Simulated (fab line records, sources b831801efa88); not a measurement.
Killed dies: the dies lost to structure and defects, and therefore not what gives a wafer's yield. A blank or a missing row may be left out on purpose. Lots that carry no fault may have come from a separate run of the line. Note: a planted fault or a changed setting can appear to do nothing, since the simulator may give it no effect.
A lot that was struck, set against a sound lot / flow sky130 / 16 out of 708 route steps
Sound: these wafers, L787.1, L787.2, L787.3. The struck wafers were L777.2, L777.4, L777.5. At the end, the cause is stated.
For every step that has rows: the tool of each side, followed by ch and its chambers, followed by its first start. Under that, the readings that differ: sound wafers / struck wafers / difference of the means / sigmas: that difference in standard deviations of wafers without a fault.
alike: same words and numbers on both sides, and readings whose means sit less than 2 such deviations apart. not compared: any withheld reading, any reading some wafer has no value for, any bound like >300 that may hide the same value, and any number with overlapping values for which the record gives no deviation.
Wherever a step has rows on one side only, a row that says differs or no value, or a row with sigmas, the two part there. Numbers that have no deviation but don't overlap get no sigmas and don't part them. A reading missing from all wafers of one side parts the sides only when that side holds two or more wafers.

first, 2 steps without rows for these wafers: SKY_METAL4_PEB_11; SKY_METAL4_DEVELOP_12 (develop time 60 s).
SKY_METAL4_CD_MEAS_13: target cd 300 nm.
  sound: cd-sem-02 at day 46 21:52; struck: cd-sem-02 at day 44 01:34
  alike: cd-nm
SKY_METAL4_OVL_MEAS_14:
  sound: overlay-01 at day 46 21:59; struck: overlay-01 at day 44 01:41
  alike: METAL4_OVL
SKY_METAL4_DESCUM_15: chemistry O2, time 8 s.
  sound on rie-metal-03 ch 0,1, day 46 22:01; struck on rie-metal-01 ch 0,1, day 44 01:43
  alike: drypump-motor-current-A, oes-product-au, temp-c
  not compared: rf-hours-counter-h
SKY_METAL4_ETCH_16: etches BARC in N2/H2, stops on SiO2, time 88.2 s, target depth 60 nm.
  sound on rie-metal-03 ch 0,1, day 46 22:03; struck on rie-metal-01 ch 0,1, day 44 01:44
  alike: drypump-motor-current-A, oes-product-au, throttle-valve-pct
  not compared: rf-hours-counter-h
SKY_METAL4_ETCH_17: etches SiO2 in C4F8/O2/Ar, stops on TiN, time 3.9 s, target depth 15 nm.
  sound on rie-diel-01 ch 0,2,3, day 46 22:09; struck on rie-diel-03 ch 0,1,3, day 44 01:50
  alike: oes-product-au
  not compared: rf-hours-counter-h
SKY_METAL4_METAL_ETCH_18: etches the open film in Cl2/BCl3, stops on SiO2, target depth 845 nm, time 183.1 s.
  sound on rie-metal-02 ch 0,1, day 46 22:10; struck on rie-metal-02 ch 0,1, day 44 01:52
  alike: drypump-motor-current-A, oes-product-au, throttle-valve-pct
  not compared: rf-hours-counter-h
SKY_METAL4_STRIP_19: strips in O2/N2.
  sound on plasma-asher-04 ch 0,1, day 46 22:21; struck on plasma-asher-01 ch 0,1, day 44 02:02
  alike: drypump-motor-current-A, oes-product-au, strip-time-to-endpoint-s
  not compared: rf-hours-counter-h
then, 3 steps without rows for these wafers: SKY_METAL4_STRIP_20 (strips in post etch residue remover, time 1200 s); SKY_METAL4_CLEAN_21 (cleans in IPA, time 180 s); SKY_METAL4_CLEAN_22 (cleans in O3/DIW).
SKY_VIA4_HDPCVD_00: deposits SiO2, target thk 1750 nm, time 291.7 s.
  sound on hdpcvd-01 ch 0,1,2, day 46 22:57; struck on hdpcvd-02 ch 0,2, day 44 02:38
reading=run-length-s (s); sound=319.9 318.9 319.6; struck=389.7 389.6 389.6; difference=+70.2; sigmas=+99 or more
reading=model.SiO2_of_VIA4_HDPCVD_00.thk-nm (nm); sound=1761 1736 1745; struck=2144 2144 2168; difference=+405; sigmas=
SKY_VIA4_THK_MEAS_01:
  sound: film-metro-02 at day 46 23:08; struck: film-metro-03 at day 44 02:49
reading=VIA4_HDPCVD_THK (nm); sound=1760 1735 1746; struck=2144 2143 2167; difference=+404; sigmas=+19
then, 1 step without rows for these wafers: SKY_VIA4_CMP_02 (polishes SiO2).
-- the record jumps here: 4 days lie between the struck wafers' starts before and after (it left off in module VIA4 and takes up again in module PAD_OPEN, whose first step shown is number 708 of the route) --
SKY_PAD_OPEN_PROBE_99:
  sound: prober-02 at day 50 04:10; struck: prober-01 at day 47 18:56
  alike: defect-limited-yield, killed_at_M0_to_M3, killed_at_M4_up, killed-at-contacts, killed-at-front-end, killed-at-other, killed-dies, killed-open, killed-short, sort_bin_3_pad_short, sort_bin_5_function, sort_bin_6_memory, sort-n-pass, sort-yield-pct

== WHERE THEY PART ==
Earliest at SKY_VIA4_HDPCVD_00; latest, in this record, at SKY_VIA4_THK_MEAS_01. Later steps at which nothing parts them and some readings are alike: SKY_PAD_OPEN_PROBE_99.

WHY: what had been put in by the simulator
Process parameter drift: hdpcvd-02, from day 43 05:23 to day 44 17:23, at SKY_VIA4_HDPCVD_00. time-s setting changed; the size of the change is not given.
